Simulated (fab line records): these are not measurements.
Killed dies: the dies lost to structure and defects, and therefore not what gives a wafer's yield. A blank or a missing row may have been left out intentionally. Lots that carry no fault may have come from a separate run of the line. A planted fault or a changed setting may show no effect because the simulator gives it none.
One fault through the eyes of 2 desks -- flow gf180mcu -- each desk has only its own numbers; what lay behind them comes last

METROLOGY DESK
What the gauges read for every lot (on any tool): the sampled wafers with a number, averaged. If a lot's mean is further than 4 standard deviations from the usual mean, the lot is out of limits and carries the mark OUT (the distance appears in the brackets).
Columns: A = MIM_ALCU_RS at GF_MIM_RS_MEAS_10, usual 0.1600 ohm/sq
lot,first seen here,A
L194,day 24 11:49,0.1561
L195,day 25 00:52,0.1610
L198,day 26 00:49,0.1611
L199,day 26 12:01,0.1573
L200,day 26 16:37,0.1632
L201,day 26 22:35,0.1612
L203,day 27 15:54,0.1638
L204,day 27 22:05,0.1616
L206,day 28 15:09,0.1608
L207,day 28 19:53,0.1578
L208,day 29 02:55,0.1611
L209,day 29 11:19,0.1599
L217,day 32 00:17,0.1574
Result from this desk: across the 13 lots, nothing is out of limits.

THE TOOL OWNER'S DESK: wetBench-01
The tool's own readings at GF_MIM_STRIP_21 (strips in post etch residue remover, time 1200 s): means of the sampled wafers that have a number, for each lot that ran on this tool. If a lot's mean is further than 4 standard deviations from the usual mean, the lot is out of limits and carries the mark OUT (the distance appears in the brackets).
Columns: A = runLengthS at GF_MIM_STRIP_21, usual 1229 s
lot,first seen here,A
L194,day 25 09:38,1226
L199,day 27 08:30,1226
L204,day 28 17:44,1226
L206,day 29 09:59,1344 (+32) OUT
L207,day 29 14:51,1343 (+32) OUT
L208,day 29 22:20,1344 (+32) OUT
Finding of this desk: L206, L207, L208 out of limits; the first was L206 at day 29 09:59, on runLengthS at GF_MIM_STRIP_21. L194, L199, L204 stayed within limits.

BROUGHT TOGETHER
On L206, L207, L208, at day 29 09:59, an alarm was possible from the tool owner's desk.
The metrology desk saw nothing out of limits.
The metrology desk holds a record of L206, L207, L208, inside its limits.
Of the lots named, all ran GF_MIM_STRIP_21 on wetBench-01.

WHAT WAS PUT IN BY THE SIMULATOR
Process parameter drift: wetBench-01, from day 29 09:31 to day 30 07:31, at GF_MIM_STRIP_21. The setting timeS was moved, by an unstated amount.
Shown lots that were struck: L206, L207, L208.
Time in hours from fault onset to the first out-of-limits reading at each desk: the tool owner's desk, 0.
